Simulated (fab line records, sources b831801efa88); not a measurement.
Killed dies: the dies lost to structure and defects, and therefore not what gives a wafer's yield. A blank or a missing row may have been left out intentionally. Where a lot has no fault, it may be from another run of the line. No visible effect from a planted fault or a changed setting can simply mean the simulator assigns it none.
2 desks, one fault || flow gf180mcu || each desk holds nothing but its own numbers, with what lay behind them at the end

== DESK OF THE TOOL OWNER: cmp-02 ==
The tool's own readings at GF_V1_CMP_04 (polishes SiO2): means of the sampled wafers that have a number, for each lot that ran on this tool. Any lot whose mean is over 4 standard deviations away from the usual mean is out of limits and marked OUT; that distance is given in the brackets.
Columns: A = motor current A at GF_V1_CMP_04, usual 11.1 A; B = time to endpoint s at GF_V1_CMP_04, usual 81 s
{"lot": "L680", "first seen here": "day 17 17:53", "A": 11.2, "B": 78}
{"lot": "L681", "first seen here": "day 18 01:01", "A": 10.3, "B": 81}
{"lot": "L682", "first seen here": "day 18 10:38", "A": 11.0, "B": 79}
{"lot": "L683", "first seen here": "day 18 20:23", "A": 11.2, "B": 81}
{"lot": "L685", "first seen here": "day 19 18:12", "A": 10.7, "B": 82}
{"lot": "L689", "first seen here": "day 21 10:16", "A": 11.3, "B": 81}
{"lot": "L699", "first seen here": "day 25 00:12", "A": 10.5, "B": 68}
Result from this desk: across the 7 lots, nothing is out of limits.

== AT THE METROLOGY DESK ==
What the gauges read for every lot (on any tool): the sampled wafers with a number, averaged. Any lot whose mean is over 4 standard deviations away from the usual mean is out of limits and marked OUT; that distance is given in the brackets.
Columns: A = cd nm at GF_M1_CD_MEAS_14, usual 229.9 nm
{"lot": "L678", "first seen here": "day 16 22:36", "A": 229.7}
{"lot": "L679", "first seen here": "day 17 05:45", "A": 229.6}
{"lot": "L680", "first seen here": "day 17 16:46", "A": 232.1}
{"lot": "L681", "first seen here": "day 17 23:55", "A": 231.3}
{"lot": "L682", "first seen here": "day 18 09:35", "A": 230.4}
{"lot": "L683", "first seen here": "day 18 19:19", "A": 228.4}
{"lot": "L684", "first seen here": "day 19 08:11", "A": 228.8}
{"lot": "L685", "first seen here": "day 19 16:56", "A": 229.7}
{"lot": "L687", "first seen here": "day 20 15:03", "A": 231.3}
{"lot": "L688", "first seen here": "day 21 02:12", "A": 230.3}
{"lot": "L689", "first seen here": "day 21 09:05", "A": 231.4}
{"lot": "L699", "first seen here": "day 24 22:49", "A": 231.0}
{"lot": "L701", "first seen here": "day 25 07:17", "A": 231.3}
Result from this desk: across the 13 lots, nothing is out of limits.

== PUT TOGETHER ==
The desk of the tool owner found nothing out of limits.
Metrology desk: nothing out of limits seen.

== WHAT THE SIMULATOR HAD INSERTED ==
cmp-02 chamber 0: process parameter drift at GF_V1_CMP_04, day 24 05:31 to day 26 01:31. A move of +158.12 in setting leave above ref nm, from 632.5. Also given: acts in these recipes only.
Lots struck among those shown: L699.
